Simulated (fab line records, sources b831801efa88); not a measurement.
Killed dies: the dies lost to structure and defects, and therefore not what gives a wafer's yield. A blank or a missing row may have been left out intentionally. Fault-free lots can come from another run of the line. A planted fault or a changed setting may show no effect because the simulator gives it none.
Matching of chambers + flow sky130 + pecvd-03 running SKY_PASSIVATION_CVD_00: 3 sister chambers
The step deposits SiO2, target thk 90 nm. 6 wafers are shown with their chamber, then 8 later ones without.

WAFERS WITH THEIR CHAMBER
| wafer  | chamber | heater_power_w (W) |
|--------|---------|--------------------|
| L086.2 | 1       | 579                |
| L086.5 | 1       | 612                |
| L088.1 | 0       | 605                |
| L088.3 | 2       | 566                |
| L088.5 | 2       | 556                |
| L091.4 | 0       | 612                |

WAFERS WITHOUT THEIR CHAMBER
| wafer  | heater_power_w (W) |
|--------|--------------------|
| L091.5 | 629                |
| L091.6 | 674                |
| L093.1 | 594                |
| L093.4 | 601                |
| L093.5 | 604                |
| L096.1 | 663                |
| L096.3 | 604                |
| L096.4 | 582                |

THE CHAMBER EACH PASSED THROUGH
| wafer  | from the rows above          | in truth |
|--------|------------------------------|----------|
| L091.5 | can't be placed: 0 or 1      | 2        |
| L091.6 | can't be placed: 0 or 1      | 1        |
| L093.1 | can't be placed: 1 or 0      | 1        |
| L093.4 | can't be placed: 1 or 0      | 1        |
| L093.5 | can't be placed: 0 or 1      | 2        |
| L096.1 | can't be placed: 0 or 1      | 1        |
| L096.3 | can't be placed: 0 or 1      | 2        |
| L096.4 | can't be placed: 1 or 2 or 0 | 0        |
Placed correctly: 0 of 8. Unplaceable from these rows: 8, with the true chamber sitting among the candidates in 5. Placed wrongly: 0.
How it was worked out, from the rows above alone: a wafer's distance from a chamber is the root of the sum, over the readings, of the square of ((its reading less the chamber's mean) divided by the reading's scatter). If the next closest chamber is less than 2 further off than the closest, the wafer can't be placed; otherwise it belongs to the closest. The mean given for a chamber averages the wafers shown for that chamber. The scatter is the square root of a quotient: the sum, over the shown wafers, of each reading's squared deviation from its chamber's mean, divided by wafers minus chambers.
